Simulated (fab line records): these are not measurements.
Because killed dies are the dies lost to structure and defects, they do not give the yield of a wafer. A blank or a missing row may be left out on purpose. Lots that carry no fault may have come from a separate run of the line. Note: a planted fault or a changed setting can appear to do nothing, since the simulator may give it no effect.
Which of the tools did it? :: flow sky130 :: Sampling: 10 lots, 30 wafers, 2 of 708 route steps

== WHAT THE GAUGES SHOWED, per wafer ==
SKY_VIA4_OVL_MEAS_11.
lot: L745
measured: day 43 17:43
on: overlay-01
VIA4_OVL (nm): 2.2 0.9 1.5

lot: L746
measured: day 43 23:13
on: overlay-01
VIA4_OVL (nm): 0.3 -1.2 1.2

lot: L747
measured: day 44 02:01
on: overlay-02
VIA4_OVL (nm): -1.5 -2.6 -3.8

lot: L755
measured: day 46 07:29
on: overlay-01
VIA4_OVL (nm): -1.9 -1.1 -0.3

lot: L757
measured: day 47 00:19
on: overlay-01
VIA4_OVL (nm): -0.3 -0.7 -2.9

lot: L759
measured: day 47 04:43
on: overlay-01
VIA4_OVL (nm): 0.3 0.3 0.8

lot: L761
measured: day 47 16:31
on: overlay-02
VIA4_OVL (nm): -1.0 -1.5 -2.4

lot: L763
measured: day 48 04:35
on: overlay-01
VIA4_OVL (nm): -1.9 -1.8 -0.2

lot: L764
measured: day 48 11:28
on: overlay-01
VIA4_OVL (nm): -1.6 -2.4 -1.2

lot: L765
measured: day 48 13:49
on: overlay-02
VIA4_OVL (nm): -4.2 -2.2 -0.5

== WHICH TOOL RAN EACH LOT (tool, then ch and the chambers of the sampled wafers, then the start) ==
lot: L745
SKY_CAP2M_STRIP_14: plasma-asher-02 ch 0,1, day 41 16:56

lot: L746
SKY_CAP2M_STRIP_14: plasma-asher-02 ch 0, day 41 22:26

lot: L747
SKY_CAP2M_STRIP_14: plasma-asher-04 ch 0,1, day 42 01:47

lot: L755
SKY_CAP2M_STRIP_14: plasma-asher-02 ch 0,1, day 44 11:01

lot: L757
SKY_CAP2M_STRIP_14: plasma-asher-03 ch 0,1, day 45 05:05

lot: L759
SKY_CAP2M_STRIP_14: plasma-asher-02 ch 0,1, day 45 10:23

lot: L761
SKY_CAP2M_STRIP_14: plasma-asher-02 ch 0,1, day 45 22:35

lot: L763
SKY_CAP2M_STRIP_14: plasma-asher-04 ch 0,1, day 46 10:52

lot: L764
SKY_CAP2M_STRIP_14: plasma-asher-04 ch 0,1, day 46 19:30

lot: L765
SKY_CAP2M_STRIP_14: plasma-asher-03 ch 0,1, day 46 21:55
- SKY_CAP2M_STRIP_14: strips in O2/N2.

== THE ANSWER, worked out from the rows above alone ==
Rule: usual is defined by the lots themselves. Put in order of their means at a reading, lots are off if they are a third of the lots or fewer, leave a main group of 4 or more, and stand apart from it by a gap of 3 or more times the standard deviation of the main group's means; of several such gaps the widest counts. A main group whose means are all the same, to the digits that the tables above print for the reading, isn't used. Also off: a lot with no number at a reading for which 4 or more lots have one. All remaining lots with rows at the step are treated as sound.
No lot is off at any reading shown: from this, nothing can be told.

== WHAT THE SIMULATOR HAD INSERTED ==
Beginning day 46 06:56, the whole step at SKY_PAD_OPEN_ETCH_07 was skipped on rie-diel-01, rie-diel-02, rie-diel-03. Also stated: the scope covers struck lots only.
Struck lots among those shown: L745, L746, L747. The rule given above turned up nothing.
